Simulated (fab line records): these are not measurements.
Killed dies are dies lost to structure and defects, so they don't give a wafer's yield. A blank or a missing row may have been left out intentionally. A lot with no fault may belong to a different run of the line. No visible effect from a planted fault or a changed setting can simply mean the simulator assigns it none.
fab line records	flow sky130
record lots=6	wafers=18	last-day=50
route steps=708 shown POLY_GATE@222 PAD_OPEN@708
lots that met no fault: taken from a fault-free run of the same line
start-h: hours from the record's opening day to when the first of the lot's shown wafers began	wait-h: hours since the lot's step before	" same as the row above	L1.1+2: a row that stands for several wafers	- either no value or no given start	* or withheld: withheld	< > ~ a bound
route shown NAME@n: a module of which the file shows steps, and the number in the route of the first	usual: mean/standard deviation of fault-free wafers	same: alike in all rows	chamber/n: place in a boat	sites: each site's reading	_std_site: standard deviation of those values	_edge_site: the outer-site mean with the inner-site mean subtracted	radius-mm: how far each site lies from the wafer's centre	mask NAME#n: copy n	behind: the last tool/chamber to shape the wafer	hold: the reason the lot was held/the length of the hold in hours/how it ended	device: transistor that didn't switch, given as n, p or np	end of line: the same wafers' tests at the end of the route	step lacking rows: just its recipe	killed: dies that structure and defects cost at the first sort, which is not the same as the wafer's yield	map: dies across one wafer; x = killed, . = not, _ = none there
set.NAME: the setting as run; set.NAME@STEP: as run at that earlier step	model.NAME: the simulator's own value behind a step, which no gauge read
a table for each step, a row for each wafer; lots at some steps of the route
services: when a tool's chamber went out of use (start-h, in hours from the record's first day, below 0 if earlier), for how many hours, and the reason
## steps
# step SKY_POLY_GATE_COAT_08
# recipe resist=KrF-thick	spin-rpm=3000	resist-thk-nm=450
# step SKY_POLY_GATE_SOFTBAKE_09
# recipe temp-c=100	time-s=90	resist=KrF-thick
# step SKY_POLY_GATE_EXPOSE_10
# recipe mask-id=P1M	na=0.68	source-shape=conventional	sigma-outer=0.6	target-cd-nm=150	dose-mj=28
# step SKY_POLY_GATE_PEB_11
# recipe peb-temp-c=withheld	peb-time-s=withheld	resist=KrF-thick
# step SKY_POLY_GATE_DEVELOP_12
# recipe develop-time-s=60	resist=KrF-thick	dev-temp-c=21
# step SKY_POLY_GATE_CD_MEAS_13
# recipe target-cd-nm=150
# usual cd-nm=150.8/1.1
lot.wafer	tool	chamber	start-h	wait-h	cd-nm
L114.1	cd-sem-01	-	389.52	-	150.2
L114.2	"	-	"	"	149.3
L114.4	"	-	"	"	150.3
L115.1	cd-sem-02	-	389.81	-	150.3
L115.4	"	-	"	"	151.1
L115.6	"	-	"	"	152.6
L120.3	cd-sem-02	-	433.25	-	150.6
L120.4	"	-	"	"	151.5
L120.6	"	-	"	"	152.3
L129.2	cd-sem-02	-	520.84	-	147.7
L129.3	"	-	"	"	149.5
L129.5	"	-	"	"	148.6
L132.1	cd-sem-01	-	541.62	-	151.5
L132.2	"	-	"	"	150.8
L132.5	"	-	"	"	151.9
L136.1	cd-sem-01	-	568.29	-	151.8
L136.2	"	-	"	"	151.8
L136.4	"	-	"	"	150.7
# step SKY_POLY_GATE_OVL_MEAS_14
# usual POLY_GATE_OVL=3/5.1
lot.wafer	tool	chamber	start-h	wait-h	POLY_GATE_OVL[nm]
L114.1	overlay-01	-	389.64	0.1	6
L114.2	"	-	"	"	8
L114.4	"	-	"	"	4
L115.1	overlay-01	-	389.93	0.1	1
L115.4	"	-	"	"	-2
L115.6	"	-	"	"	3
L120.3	overlay-02	-	433.34	0.1	4
L120.4	"	-	"	"	5
L120.6	"	-	"	"	10
L129.2	overlay-01	-	520.95	0.1	9
L129.3	"	-	"	"	-5
L129.5	"	-	"	"	-1
L132.1	overlay-02	-	541.74	0.1	-3
L132.2	"	-	"	"	2
L132.5	"	-	"	"	4
L136.1	overlay-01	-	568.41	0.1	-1
L136.2	"	-	"	"	9
L136.4	"	-	"	"	2
# step SKY_POLY_GATE_ETCH_15
# recipe chemistry=N2/H2	target=BARC	ion-energy-ev=200	source-w=500	bias-w=100	pressure-mtorr=30	n2-flow-sccm=100	h2-flow-sccm=200	stop-on=SiO2	time-s=118.5	target-depth-a=1100
# usual drypump-motor-current-A=5.8/0.64	oes-product-au=0.716/0.005	rf-fwd-power-W=497.8/1.6	throttle-valve-pct=13.213/0.0095
lot.wafer	tool	chamber	start-h	wait-h	drypump-motor-current-A	oes-product-au	rf-fwd-power-W	rf-hours-counter-h	throttle-valve-pct
L114.1	rie-diel-03	3	389.68	0.0	4.6	0.716	498.7	17	13.199
L114.2	"	0	"	"	6.6	0.715	500.2	37	13.218
L114.4	"	3	"	"	4.6	0.715	497.4	-	13.198
L115.1	rie-diel-04	1	389.96	0.0	6.1	0.711	495.8	5	13.216
L115.4	"	2	"	"	5.3	0.708	496.8	41	13.213
L115.6	"	1	"	"	6.1	0.720	498.2	-	13.200
L120.3	rie-diel-01	3	433.36	0.0	5.7	0.722	496.9	15	13.213
L120.4	"	0	"	"	6.7	0.714	498.4	2	13.217
L120.6	"	2	"	"	5.1	0.716	501.5	-	13.207
L129.2	rie-diel-04	1	520.98	0.0	6.1	0.717	497.4	8	13.212
L129.3	"	3	"	"	6.6	0.710	497.7	6	13.221
L129.5	"	3	"	"	6.6	0.712	496.1	-	13.211
L132.1	rie-diel-03	0	541.78	0.0	6.6	0.725	499.0	40	13.220
L132.2	"	1	"	"	5.8	0.719	496.0	4	13.204
L132.5	"	2	"	"	5.1	0.709	499.6	-	13.217
L136.1	rie-diel-01	0	568.45	0.0	6.6	0.716	497.1	5	13.210
L136.2	"	2	"	"	5.1	0.711	495.9	18	13.205
L136.4	"	1	"	"	6.0	0.720	501.7	1	13.216
# step SKY_POLY_GATE_ETCH_16
# recipe stop-on=poly-Si	chemistry=CH3F/O2	target=Si3N4	source-w=400	bias-w=80	pressure-mtorr=25	ch3f-flow-sccm=40	O2_flow_sccm=30	time-s=147.5	target-depth-a=750
# usual drypump-motor-current-A=5.8/0.63	oes-product-au=0.640/0.0046	rf-fwd-power-W=398.5/1.3	throttle-valve-pct=10.536/0.009
lot.wafer	tool	chamber	start-h	wait-h	drypump-motor-current-A	oes-product-au	rf-fwd-power-W	rf-hours-counter-h	throttle-valve-pct
L114.1	rie-diel-03	3	389.76	0.0	4.6	0.650	398.5	17	10.550
L114.2	"	0	"	"	6.6	0.641	398.3	37	10.527
L114.4	"	3	"	"	4.6	0.644	399.8	-	10.531
L115.1	rie-diel-04	1	390.05	0.0	6.1	0.642	399.3	5	10.544
L115.4	"	2	"	"	5.3	0.636	399.9	41	10.537
L115.6	"	1	"	"	6.1	0.637	399.4	-	10.536
L120.3	rie-diel-01	3	433.45	0.0	5.7	0.644	398.1	15	10.533
L120.4	"	0	"	"	6.6	0.645	397.7	2	10.537
L120.6	"	2	"	"	5.1	0.643	399.6	-	10.534
L129.2	rie-diel-04	1	521.06	0.0	6.1	0.641	396.7	8	10.540
L129.3	"	3	"	"	6.6	0.636	397.5	6	10.526
L129.5	"	3	"	"	6.6	0.635	397.9	-	10.545
L132.1	rie-diel-03	0	541.86	0.0	6.5	0.644	399.9	40	10.527
L132.2	"	1	"	"	5.8	0.638	398.5	4	10.541
L132.5	"	2	"	"	5.1	0.635	398.6	-	10.531
L136.1	rie-diel-01	0	568.53	0.0	6.6	0.640	400.3	5	10.526
L136.2	"	2	"	"	5.1	0.642	397.9	18	10.531
L136.4	"	1	"	"	6.0	0.635	397.9	1	10.539
# step SKY_POLY_GATE_ETCH_17
# recipe target-depth-nm=180	stop-on=SiO2	over-etch-frac=0.56667	chemistry=HBr/Cl2	target=poly-Si	icp-w=400	bias-w=100	pressure-mtorr=10	HBr_flow_sccm=150	Cl2_flow_sccm=50	time-s=70.5
# usual drypump-motor-current-A=5.6/0.4	oes-product-au=0.985/0.0082	rf-fwd-power-W=396.6/1.7	throttle-valve-pct=33.683/0.0089
lot.wafer	tool	chamber	start-h	wait-h	drypump-motor-current-A	oes-product-au	rf-fwd-power-W	rf-hours-counter-h	throttle-valve-pct
L114.1	rie-si-02	0	389.86	0.0	5.5	0.977	393.1	61	33.677
L114.2	"	1	"	"	5.0	0.974	396.5	2	33.679
L114.4	"	2	"	"	6.1	0.968	394.9	61	33.660
L115.1	rie-si-01	0	390.15	0.0	5.5	0.983	397.8	1	33.685
L115.4	"	1	"	"	5.2	0.972	394.4	-	33.675
L115.6	"	2	"	"	6.2	0.982	394.5	-	33.668
L120.3	rie-si-02	3	433.55	0.0	5.6	0.995	397.4	3	33.665
L120.4	"	0	"	"	5.5	0.987	396.6	61	33.683
L120.6	"	0	"	"	5.5	0.987	396.3	-	33.697
L129.2	rie-si-02	3	521.16	0.0	5.6	0.987	396.0	4	33.679
L129.3	"	0	"	"	5.5	0.980	394.2	0	33.678
L129.5	"	0	"	"	5.5	0.991	394.8	-	33.685
L132.1	rie-si-01	0	541.96	0.0	5.6	0.991	397.2	2	33.677
L132.2	"	1	"	"	5.1	0.972	396.2	3	33.687
L132.5	"	0	"	"	5.6	1.001	398.2	-	33.683
L136.1	rie-si-01	3	568.63	0.0	6.0	0.997	397.9	1	33.692
L136.2	"	2	"	"	6.1	0.989	394.1	0	33.674
L136.4	"	0	"	"	5.5	0.993	398.3	2	33.681
# step SKY_POLY_GATE_STRIP_18
# recipe chemistry=O2/N2	power-w=1400	pressure-mtorr=1500	platen-temp-c=withheld	o2-flow-sccm=3000	n2-flow-sccm=300	overash-fraction=0.5
# usual drypump-motor-current-A=6.21/0.26	oes-product-au=0.361/0.0051	strip-time-to-endpoint-s=3.19/0.039
lot.wafer	tool	chamber	start-h	wait-h	drypump-motor-current-A	oes-product-au	rf-hours-counter-h	strip-time-to-endpoint-s
L114.1	plasma-asher-04	0	389.92	0.0	6.47	0.360	67	3.15
L114.2	"	1	"	"	6.43	0.365	67	3.18
L114.4	"	1	"	"	6.47	0.365	-	3.10
L115.1	plasma-asher-03	1	390.20	0.0	6.33	0.360	59	3.13
L115.4	"	1	"	"	6.32	0.366	-	3.21
L115.6	"	0	"	"	6.07	0.359	-	3.21
L120.3	plasma-asher-04	0	433.63	0.1	6.45	0.358	-	3.15
L120.4	"	1	"	"	6.45	0.366	-	3.11
L120.6	"	0	"	"	6.45	0.362	-	3.16
L129.2	plasma-asher-04	1	521.21	0.0	6.44	0.357	10	3.21
L129.3	"	1	"	"	6.44	0.349	-	3.16
L129.5	"	1	"	"	6.47	0.359	-	3.16
L132.1	plasma-asher-03	1	542.01	0.0	6.29	0.360	74	3.15
L132.2	"	0	"	"	6.04	0.372	74	3.22
L132.5	"	0	"	"	6.05	0.357	-	3.20
L136.1	plasma-asher-01	1	568.68	0.0	5.71	0.344	87	3.11
L136.2	"	0	"	"	5.89	0.359	87	3.15
L136.4	"	0	"	"	5.88	0.358	-	3.17
# step SKY_POLY_GATE_CLEAN_19
# recipe chemistry=SC1/SC2	mix=1:4:20	temp-c=70	time-s=150	dry=n2-spin
# step SKY_POLY_GATE_OXIDATION_20
# recipe temp-c=850	ambient=O2	stabilise-s=600	purge-s=300	target-thk-a=40	ox-time-s=899
# usual zone-power-top-pct=31.3/1.6	zone-power-upper-pct=16.86/0.29
lot.wafer	tool	chamber	start-h	wait-h	zone-power-top-pct	zone-power-upper-pct
L114.1	furnace-01	0	390.07	0.0	32.7	17.44
L114.2	"	0	"	"	33.0	17.02
L114.4	"	0	"	"	33.0	17.13
L114.1	furnace-02	0	391.63	0.3	29.7	16.48
L114.2	"	0	"	"	30.3	16.81
L114.4	"	0	"	"	29.1	16.57
L115.1	furnace-02	0	391.63	1.3	29.5	16.90
L115.4	"	0	"	"	29.5	16.52
L115.6	"	0	"	"	29.3	16.76
L120.3	furnace-01	0	434.82	1.1	32.7	17.26
L120.4	"	0	"	"	32.4	16.96
L120.6	"	0	"	"	32.7	17.07
L120.3	furnace-02	0	437.31	1.2	29.5	16.80
L120.4	"	0	"	"	29.5	16.37
L120.6	"	0	"	"	29.5	16.63
L129.2	furnace-02	0	521.36	0.0	29.5	16.54
L129.3	"	0	"	"	29.8	16.79
L129.5	"	0	"	"	29.2	16.27
L132.1	furnace-02	0	542.16	0.0	29.9	16.65
L132.2	"	0	"	"	29.4	16.50
L132.5	"	0	"	"	29.4	16.41
L136.1	furnace-01	0	568.83	0.0	33.3	16.81
L136.2	"	0	"	"	33.1	17.10
L136.4	"	0	"	"	32.5	17.07
# step SKY_POLY_GATE_THK_MEAS_21
# recipe reads=SiO2_of_POLY_GATE_OXIDATION_20
# usual POLY_GATE_OXIDATION_THK=3.98/0.09
lot.wafer	tool	chamber	start-h	wait-h	POLY_GATE_OXIDATION_THK[nm]
L115.1	film-metro-04	-	392.88	0.0	4.04
L115.4	"	-	"	"	4.02
L115.6	"	-	"	"	4.07
L114.1	film-metro-04	-	392.94	0.1	6.82
L114.2	"	-	"	"	6.82
L114.4	"	-	"	"	6.88
L120.3	film-metro-04	-	438.64	0.1	6.65
L120.4	"	-	"	"	6.73
L120.6	"	-	"	"	6.79
L129.2	film-metro-02	-	522.62	0.0	4.06
L129.3	"	-	"	"	3.98
L129.5	"	-	"	"	4.09
L132.1	film-metro-02	-	543.41	0.0	3.98
L132.2	"	-	"	"	3.99
L132.5	"	-	"	"	3.99
L136.1	film-metro-02	-	570.08	0.0	3.95
L136.2	"	-	"	"	4.02
L136.4	"	-	"	"	3.91
# step SKY_POLY_GATE_CD_MEAS_22
# usual cd-nm=151.7/2
lot.wafer	tool	chamber	start-h	wait-h	cd-nm
L115.1	cd-sem-02	-	392.94	0.1	148.4
L115.4	"	-	"	"	151.4
L115.6	"	-	"	"	150.6
L114.1	cd-sem-02	-	393.11	0.2	152.9
L114.2	"	-	"	"	149.7
L114.4	"	-	"	"	154.3
L120.3	cd-sem-01	-	438.74	0.1	148.8
L120.4	"	-	"	"	151.0
L120.6	"	-	"	"	152.6
L129.2	cd-sem-02	-	522.70	0.1	145.7
L129.3	"	-	"	"	149.4
L129.5	"	-	"	"	148.2
L132.1	cd-sem-02	-	543.47	0.1	154.0
L132.2	"	-	"	"	153.6
L132.5	"	-	"	"	153.1
L136.1	cd-sem-01	-	570.14	0.1	150.0
L136.2	"	-	"	"	155.1
L136.4	"	-	"	"	151.7
# step SKY_PAD_OPEN_PROBE_99
# usual killed_at_M0_to_M3=43/7.6	killed_at_M4_up=2.9/1.7	killed-at-contacts=24/5.5	killed-at-front-end=15/4.2	killed-at-other=0.3/0.52	killed-dies=86/9.4	killed-open=47/7	killed-short=39/6.4
# same gross-dies=492	killed-at-back-side=0
lot.wafer	tool	chamber	start-h	wait-h	killed_at_M0_to_M3	killed_at_M4_up	killed-at-contacts	killed-at-front-end	killed-at-other	killed-dies	killed-open	killed-short	model.etest.tip-sonos.rs-ohm-sq	model.etest.tip-p.rs-ohm-sq	model.etest.pfet_01v8.r-on-ohm-um	model.etest.res-pdiff.line-ohm-um	model.etest.tip-n.rs-ohm-sq	model.etest.nfet_01v8.r-on-ohm-um	model.etest.res-ndiff.line-ohm-um	model.etest.sonos-uncharged.r-on-ohm-um
L114.1	prober-02	-	1089.23	0.1	46	3	35	21	0	105	59	45	3267	7343	3099	1429	496	878.6	794.4	860
L114.2	prober-02	-	1089.28	0.1	52	4	25	11	1	93	51	40	3306	7312	3083	1451	494.9	868.3	794.1	833.8
L114.4	prober-02	-	1089.38	0.2	67	2	27	14	0	110	58	52	3245	7327	3112	1445	493.8	873.3	801.1	845.1
L115.1	prober-01	-	1091.23	0.1	42	4	18	18	2	84	45	39	2683	7013	2939	1405	445.1	799	773.9	804.7
L115.4	prober-01	-	1091.38	0.2	52	1	30	13	0	96	58	38	2741	7048	3056	1373	447.2	846.2	775.8	815.3
L115.6	prober-01	-	1091.48	0.2	56	1	25	20	0	102	59	43	2747	7015	3022	1386	448.5	827.3	781	828.2
L120.3	prober-01	-	1121.08	0.2	46	4	16	17	1	84	39	44	3127	7162	2934	1455	487.7	833.7	790.9	827.2
L120.4	prober-01	-	1121.13	0.2	50	0	15	12	0	77	50	27	3120	7209	3029	1450	491.7	858.8	796.6	837
L120.6	prober-01	-	1121.23	0.2	35	4	20	8	0	67	32	35	3129	7221	2988	1454	489.8	869.2	802.2	850.3
L129.2	prober-02	-	1173.23	0.1	39	1	26	16	0	82	48	34	2567	6952	2827	1390	438.8	811.5	784	806.7
L129.3	prober-02	-	1173.28	0.2	34	1	21	12	0	68	41	27	2588	6932	2938	1413	440.5	845.8	779.3	827.6
L129.5	prober-02	-	1173.38	0.2	34	0	26	17	1	78	39	39	2574	6973	2927	1377	439.4	842	766.5	806.1
L132.1	prober-01	-	1185.35	0.1	41	3	28	28	1	101	53	48	2635	6878	2921	1336	440.1	870.2	735.7	842.8
L132.2	prober-01	-	1185.40	0.1	59	4	23	19	0	105	58	45	2675	6801	2949	1388	445.6	856.5	755.8	825.7
L132.5	prober-01	-	1185.55	0.2	45	3	20	16	0	84	46	38	2644	6856	2939	1368	445.8	849	752.7	834.7
L136.1	prober-01	-	1198.83	0.1	42	3	20	25	0	90	51	38	2689	6853	2886	1359	441.8	842.5	782.6	828.8
L136.2	prober-01	-	1198.88	0.1	47	2	21	16	0	86	40	44	2695	6856	2939	1334	443.4	838.3	771.9	832.4
L136.4	prober-01	-	1198.98	0.2	47	3	12	15	0	77	40	37	2701	6874	2894	1339	439.4	831.1	779.2	817.4
# killed by level:class
L114.1 LI_CONTACT:geometric-particle:open=12 CONTACT:geometric-particle:open=11 VIA1:geometric-particle:open=10 VIA1:geometric-particle:short=7 VIA2:geometric-particle:open=6 FIELD_ISO:geometric-particle:short=5 POLY_GATE:geometric-particle:open=5 CONTACT:geometric-particle:short=5
L114.2 VIA1:geometric-particle:open=14 VIA3:geometric-particle:open=13 CONTACT:geometric-particle:open=11 METAL2:geometric-particle:short=8 FIELD_ISO:geometric-particle:short=4 VIA2:geometric-particle:open=4 LOCAL_INTERCONNECT:geometric-particle:short=4 CONTACT:geometric-particle:short=4
L114.4 VIA1:geometric-particle:open=17 VIA2:geometric-particle:open=10 METAL1:geometric-particle:short=9 VIA1:geometric-particle:short=9 CONTACT:geometric-particle:short=8 CONTACT:geometric-particle:open=8 LI_CONTACT:geometric-particle:open=7 VIA3:geometric-particle:short=6
L115.1 CONTACT:geometric-particle:open=10 VIA1:geometric-particle:short=10 VIA1:geometric-particle:open=8 FIELD_ISO:geometric-particle:open=7 VIA3:geometric-particle:open=7 METAL2:geometric-particle:short=7 FIELD_ISO:geometric-particle:short=5 VIA2:geometric-particle:open=5
L115.4 VIA1:geometric-particle:open=14 CONTACT:geometric-particle:open=13 VIA2:geometric-particle:open=9 LI_CONTACT:geometric-particle:open=7 VIA3:geometric-particle:open=7 METAL1:geometric-particle:short=6 POLY_GATE:geometric-particle:short=5 CONTACT:geometric-particle:short=5
L115.6 LI_CONTACT:geometric-particle:open=11 METAL1:geometric-particle:short=10 VIA2:geometric-particle:open=9 CONTACT:geometric-particle:open=8 VIA1:geometric-particle:open=8 VIA3:geometric-particle:open=6 FIELD_ISO:geometric-particle:short=5 METAL2:geometric-particle:short=5
L120.3 VIA3:geometric-particle:open=9 VIA1:geometric-particle:open=8 CONTACT:geometric-particle:short=6 METAL1:geometric-particle:short=6 VIA1:geometric-particle:short=6 VIA2:geometric-particle:open=6 FIELD_ISO:geometric-particle:short=5 POLY_GATE:geometric-particle:open=4
L120.4 VIA1:geometric-particle:open=17 VIA3:geometric-particle:open=8 VIA2:geometric-particle:open=7 METAL3:geometric-particle:short=5 LI_CONTACT:geometric-particle:open=4 CONTACT:geometric-particle:short=4 CONTACT:geometric-particle:open=4 POLY_GATE:geometric-particle:open=3
L120.6 CONTACT:geometric-particle:open=9 METAL1:geometric-particle:short=6 METAL2:geometric-particle:short=6 VIA1:geometric-particle:open=6 CONTACT:geometric-particle:short=5 FIELD_ISO:geometric-particle:short=3 LI_CONTACT:geometric-particle:open=3 VIA2:geometric-particle:open=3
L129.2 VIA1:geometric-particle:open=11 LI_CONTACT:geometric-particle:open=9 VIA3:geometric-particle:open=8 CONTACT:geometric-particle:open=6 LOCAL_INTERCONNECT:geometric-particle:short=5 METAL1:geometric-particle:short=5 VIA1:geometric-particle:short=5 POLY_GATE:geometric-particle:short=4
L129.3 VIA1:geometric-particle:open=11 CONTACT:geometric-particle:open=8 LI_CONTACT:geometric-particle:open=6 METAL1:geometric-particle:short=5 VIA2:geometric-particle:open=4 POLY_GATE:geometric-particle:open=3 CONTACT:geometric-particle:short=3 VIA1:geometric-particle:short=3
L129.5 VIA1:geometric-particle:open=9 CONTACT:geometric-particle:open=7 LI_CONTACT:geometric-particle:open=6 CONTACT:geometric-particle:short=6 VIA3:geometric-particle:short=6 VIA1:geometric-particle:short=5 VIA3:geometric-particle:open=5 FIELD_ISO:geometric-particle:short=4
L132.1 POLY_GATE:geometric-particle:short=10 VIA1:geometric-particle:open=10 CONTACT:geometric-particle:open=9 LI_CONTACT:geometric-particle:open=8 VIA2:geometric-particle:short=6 POLY_GATE:geometric-particle:open=6 FIELD_ISO:geometric-particle:short=5 LOCAL_INTERCONNECT:geometric-particle:short=5
L132.2 VIA1:geometric-particle:open=19 VIA3:geometric-particle:open=13 LOCAL_INTERCONNECT:geometric-particle:short=8 VIA1:geometric-particle:short=8 VIA2:geometric-particle:open=6 FIELD_ISO:geometric-particle:open=5 METAL1:geometric-particle:short=5 LI_CONTACT:geometric-particle:open=4
L132.5 VIA1:geometric-particle:open=10 METAL1:geometric-particle:short=7 VIA1:geometric-particle:short=7 VIA3:geometric-particle:open=7 POLY_GATE:geometric-particle:open=6 CONTACT:geometric-particle:open=6 VIA2:geometric-particle:open=5 LOCAL_INTERCONNECT:geometric-particle:short=4
L136.1 FIELD_ISO:geometric-particle:open=9 FIELD_ISO:geometric-particle:short=9 VIA1:geometric-particle:open=8 VIA3:geometric-particle:open=8 CONTACT:geometric-particle:open=6 LI_CONTACT:geometric-particle:open=5 LOCAL_INTERCONNECT:geometric-particle:short=5 VIA3:geometric-particle:short=5
L136.2 LI_CONTACT:geometric-particle:open=8 VIA1:geometric-particle:open=8 METAL1:geometric-particle:short=8 VIA3:geometric-particle:open=7 VIA1:geometric-particle:short=6 METAL2:geometric-particle:short=6 FIELD_ISO:geometric-particle:short=5 CONTACT:geometric-particle:open=5
L136.4 METAL2:geometric-particle:short=8 VIA3:geometric-particle:open=7 VIA1:geometric-particle:open=7 VIA2:geometric-particle:open=7 CONTACT:geometric-particle:short=6 METAL1:geometric-particle:short=6 FIELD_ISO:geometric-particle:open=5 POLY_GATE:geometric-particle:short=4
## services
tool	chamber	start-h	hours	kind
rie-si-01	-	373.43	2.8	pm
plasma-asher-01	-	381.34	15.6	pm
rie-si-01	3	384.73	-	clean
rie-si-01	3	384.73	20.8	scheduled-down
rie-si-01	3	384.73	20.8	vent-cycle
plasma-asher-04	-	385.59	1.0	repair
rie-diel-03	2	389.40	8.9	repair
plasma-asher-04	-	413.98	1.1	repair
plasma-asher-04	-	421.25	9.0	pm
rie-si-02	1	427.34	3.5	repair
plasma-asher-01	-	445.88	14.6	pm
rie-diel-01	-	454.80	2.8	pm
rie-diel-04	1	460.00	9.6	repair
furnace-01	-	466.78	3.5	pm
rie-diel-04	-	490.04	0.6	repair
furnace-01	-	500.90	3.2	repair
rie-diel-01	1	504.51	-	clean
rie-diel-01	1	504.51	13.2	scheduled-down
rie-diel-01	1	504.51	13.2	vent-cycle
rie-diel-03	-	515.24	2.8	pm
rie-si-01	2	521.60	21.0	repair
furnace-01	-	546.20	2.6	pm
rie-diel-03	3	553.48	54.2	repair
rie-diel-04	2	560.43	21.9	repair
## key
first-sign step=SKY_POLY_GATE_OXIDATION_20	reading=visit	direction=added
effect step=SKY_POLY_GATE_THK_MEAS_21	reading=POLY_GATE_OXIDATION_THK	direction=up	sigmas=31	usual=3.98	struck=6.78
model-effect step=SKY_PAD_OPEN_PROBE_99	value=etest.tip-sonos.rs-ohm-sq	without=2675	struck=3199
met-at SKY_POLY_GATE_OXIDATION_20
struck-wafers L114.1,L114.2,L114.4,L120.3,L120.4,L120.6
tester-left-out L114,L120
fault kind=repeated-step-whole	tool=furnace-01,furnace-02	chamber=-	onset-h=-	steps=SKY_POLY_GATE_OXIDATION_20	times=1	scope=struck-lots-only
# tester-left-out: of these lots the tester's yield and bins aren't shown, on N5 and GAA mostly nor the transistor test; their killed dies are dies lost to structure and defects alone, not to doping, threshold or leakage, so they don't give the yield
